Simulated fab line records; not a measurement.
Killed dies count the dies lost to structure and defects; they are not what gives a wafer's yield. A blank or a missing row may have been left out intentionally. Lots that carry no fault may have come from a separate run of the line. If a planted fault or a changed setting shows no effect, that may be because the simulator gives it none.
A single fault, viewed from 2 desks | flow gf180mcu | only its own numbers are on each desk; what lay behind them is given at the end

== DESK OF THE TOOL OWNER: pecvd-02 ==
The tool's own readings at GF_PASSIVATION_CVD_02 (deposits Si3N4, target thk 700 nm, time 486.18 s): means of the sampled wafers that have a number, for each lot that ran on this tool. If a lot's mean is further than 4 standard deviations from the usual mean, the lot is out of limits and carries the mark OUT (the distance appears in the brackets).
Columns: A = heater_power_outer_w at GF_PASSIVATION_CVD_02, usual 437 W; B = heater_power_w at GF_PASSIVATION_CVD_02, usual 734 W
lot  | first seen here | A   | B
L314 | day 29 01:01    | 463 | 744
L315 | day 29 07:26    | 449 | 738
L317 | day 30 03:41    | 466 | 747
L328 | day 32 20:02    | 416 | 710
L332 | day 33 21:32    | 471 | 790
This desk's finding: nothing out of limits on any of the 5 lots.

== FROM THE METROLOGY DESK ==
What the gauges read, lot by lot, whatever tool the lot ran on: means of the sampled wafers that have a number. If a lot's mean is further than 4 standard deviations from the usual mean, the lot is out of limits and carries the mark OUT (the distance appears in the brackets).
Columns: A = PASSIVATION_CVD_00_THK at GF_PASSIVATION_THK_MEAS_01, usual 1002 nm
lot  | first seen here | A
L314 | day 29 00:58    | 1002
L315 | day 29 07:23    | 1004
L317 | day 30 03:37    | 998
L319 | day 30 11:23    | 1009
L318 | day 30 19:22    | 1002
L323 | day 31 14:51    | 1019
L326 | day 32 14:32    | 995
L328 | day 32 19:59    | 1006
L331 | day 33 15:31    | 1008
L332 | day 33 21:29    | 1012
L333 | day 34 05:28    | 988
L334 | day 34 11:18    | 1008
L335 | day 34 11:45    | 1001
This desk's finding: nothing out of limits on any of the 13 lots.

== PUT TOGETHER ==
The tool owner's desk saw nothing out of limits.
From the metrology desk's view, nothing was out of limits.

== WHAT THE SIMULATOR HAD PUT IN ==
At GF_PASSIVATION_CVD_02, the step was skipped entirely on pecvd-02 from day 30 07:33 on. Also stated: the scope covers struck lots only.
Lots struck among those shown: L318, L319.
